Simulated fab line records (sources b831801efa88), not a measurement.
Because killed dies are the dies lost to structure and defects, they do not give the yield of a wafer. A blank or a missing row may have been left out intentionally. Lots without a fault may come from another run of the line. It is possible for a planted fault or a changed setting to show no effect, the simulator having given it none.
Chamber matching / flow sfq line / SFQ_TRILAYER_I4_CMP_CMP_100 on cmp-01 has 4 sister chambers
The step polishes SiO2. 8 wafers are shown with their chamber, then 9 later ones without.

== EACH WAFER AND ITS CHAMBER ==
wafer=L341.4; chamber=1; motor current A (A)=10.4; time to endpoint s (s)=226
wafer=L342.5; chamber=1; motor current A (A)=9.8; time to endpoint s (s)=213
wafer=L348.1; chamber=2; motor current A (A)=9.5; time to endpoint s (s)=225
wafer=L348.2; chamber=3; motor current A (A)=12.4; time to endpoint s (s)=217
wafer=L348.3; chamber=0; motor current A (A)=11.0; time to endpoint s (s)=220
wafer=L351.1; chamber=0; motor current A (A)=11.4; time to endpoint s (s)=208
wafer=L351.4; chamber=2; motor current A (A)=9.1; time to endpoint s (s)=216
wafer=L351.6; chamber=3; motor current A (A)=12.6; time to endpoint s (s)=220

== WAFERS WITH NO CHAMBER GIVEN ==
wafer=L357.3; motor current A (A)=9.7; time to endpoint s (s)=206
wafer=L357.1; motor current A (A)=10.7; time to endpoint s (s)=215
wafer=L357.6; motor current A (A)=9.9; time to endpoint s (s)=215
wafer=L358.1; motor current A (A)=10.9; time to endpoint s (s)=214
wafer=L358.4; motor current A (A)=12.1; time to endpoint s (s)=223
wafer=L358.5; motor current A (A)=11.1; time to endpoint s (s)=216
wafer=L359.3; motor current A (A)=9.4; time to endpoint s (s)=216
wafer=L359.1; motor current A (A)=11.1; time to endpoint s (s)=218
wafer=L359.2; motor current A (A)=10.5; time to endpoint s (s)=212

== EACH ONE'S CHAMBER ==
wafer=L357.3; from the rows above=can't be placed: 1 or 2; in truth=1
wafer=L357.1; from the rows above=can't be placed: 0 or 1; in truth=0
wafer=L357.6; from the rows above=can't be placed: 1 or 2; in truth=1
wafer=L358.1; from the rows above=can't be placed: 0 or 1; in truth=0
wafer=L358.4; from the rows above=can't be placed: 3 or 0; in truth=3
wafer=L358.5; from the rows above=0; in truth=0
wafer=L359.3; from the rows above=can't be placed: 2 or 1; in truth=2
wafer=L359.1; from the rows above=0; in truth=0
wafer=L359.2; from the rows above=can't be placed: 1 or 0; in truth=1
Correct placement for 2 of the 9. Cannot be placed on the basis of these rows: 7; the candidates contain the true chamber in 7. Number placed wrongly: 0.
How it was worked out, from the rows above alone: a wafer's distance from a chamber is the root of the sum, over the readings, of the square of ((its reading less the chamber's mean) divided by the reading's scatter). The wafer belongs to the nearest chamber; if the next one is less than 2 further off, it can't be placed. A chamber's mean is the mean of its shown wafers. The scatter is the square root of a quotient: the sum, over the shown wafers, of each reading's squared deviation from its chamber's mean, divided by wafers minus chambers.
